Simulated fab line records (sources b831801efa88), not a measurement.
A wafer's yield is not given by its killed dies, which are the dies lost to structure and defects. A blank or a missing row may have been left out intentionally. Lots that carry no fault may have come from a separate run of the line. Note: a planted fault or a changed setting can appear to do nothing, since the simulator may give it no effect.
Which tool did it?	flow sky130	11 lots with 33 wafers sampled at 2 steps, on a route of 708 steps

== WHAT THE GAUGES READ, wafer by wafer ==
SKY_RES_PROTECT_TW_MEAS_08.
lot	measured	on	POLY_GATE_TW
L404	day 14 22:37	film_metro-03	4042 4043 4065
L410	day 17 21:24	film_metro-04	4106 4096 4086
L411	day 17 21:29	film_metro-02	4167 4143 4143
L412	day 18 05:55	film_metro-04	4075 4122 4109
L413	day 18 23:53	film_metro-02	4110 4099 4077
L416	day 19 19:20	film_metro-02	4125 4100 4114
L417	day 19 19:42	film_metro-04	4088 4092 4096
L422	day 22 10:19	film_metro-02	4098 4084 4090
L423	day 22 15:14	film_metro-03	4041 4040 4023
L425	day 23 06:05	film_metro-04	4100 4103 4127
L426	day 23 17:14	film_metro-03	4081 4073 4076

SKY_POLY_GATE_THK_MEAS_04.
lot	measured	on	POLY_GATE_CVD_03_THK (nm)
L404	day 15 01:01	film_metro-01	73.3 73.4 74.0
L410	day 17 22:52	film_metro-02	76.7 76.2 76.6
L411	day 18 00:13	film_metro-02	75.8 75.3 75.6
L412	day 18 08:12	film_metro-01	74.1 74.9 74.0
L413	day 19 01:53	film_metro-03	76.3 75.8 75.8
L416	day 19 20:48	film_metro-03	76.2 76.2 75.9
L417	day 19 22:10	film_metro-03	74.3 74.5 74.6
L422	day 22 11:53	film_metro-02	75.7 76.3 76.2
L423	day 22 17:40	film_metro-02	75.7 75.8 74.8
L425	day 23 08:16	film_metro-02	75.2 75.3 75.4
L426	day 24 00:21	film_metro-02	76.5 76.4 76.7

== WHICH TOOL RAN EACH LOT (tool, then ch and the chambers of the sampled wafers, then the start) ==
The record shows no process step preceding these readings.

== AS READ BY THE TOOLS THEMSELVES (means over the sampled wafers that have a number; for cases with no such wafer, the mark the record gives instead) ==
The record holds no such reading with a usual standard deviation.

== THE ANSWER, worked out from the rows above alone ==
Rule: what is usual is taken from the lots themselves. Put in order of their means at a reading, lots are off if they are a third of the lots or fewer, leave a main group of 4 or more, and stand apart from it by a gap of 3 or more times the standard deviation of the main group's means; of several such gaps the widest counts. A main group whose means are all the same, to the digits that the tables above print for the reading, isn't used. A lot without any number at a reading at which 4 lots or more have one is off too. All remaining lots with rows at the step are treated as sound. First the gauges in route order, then the tools' own readings, where a lot's mean is used as printed above. The first step at which some lot is off is used, and at that step the reading that is off furthest; a lot without a number counts as furthest.
No lot is off at any reading shown: from this, nothing can be told.

== WHAT WAS PUT IN BY THE SIMULATOR ==
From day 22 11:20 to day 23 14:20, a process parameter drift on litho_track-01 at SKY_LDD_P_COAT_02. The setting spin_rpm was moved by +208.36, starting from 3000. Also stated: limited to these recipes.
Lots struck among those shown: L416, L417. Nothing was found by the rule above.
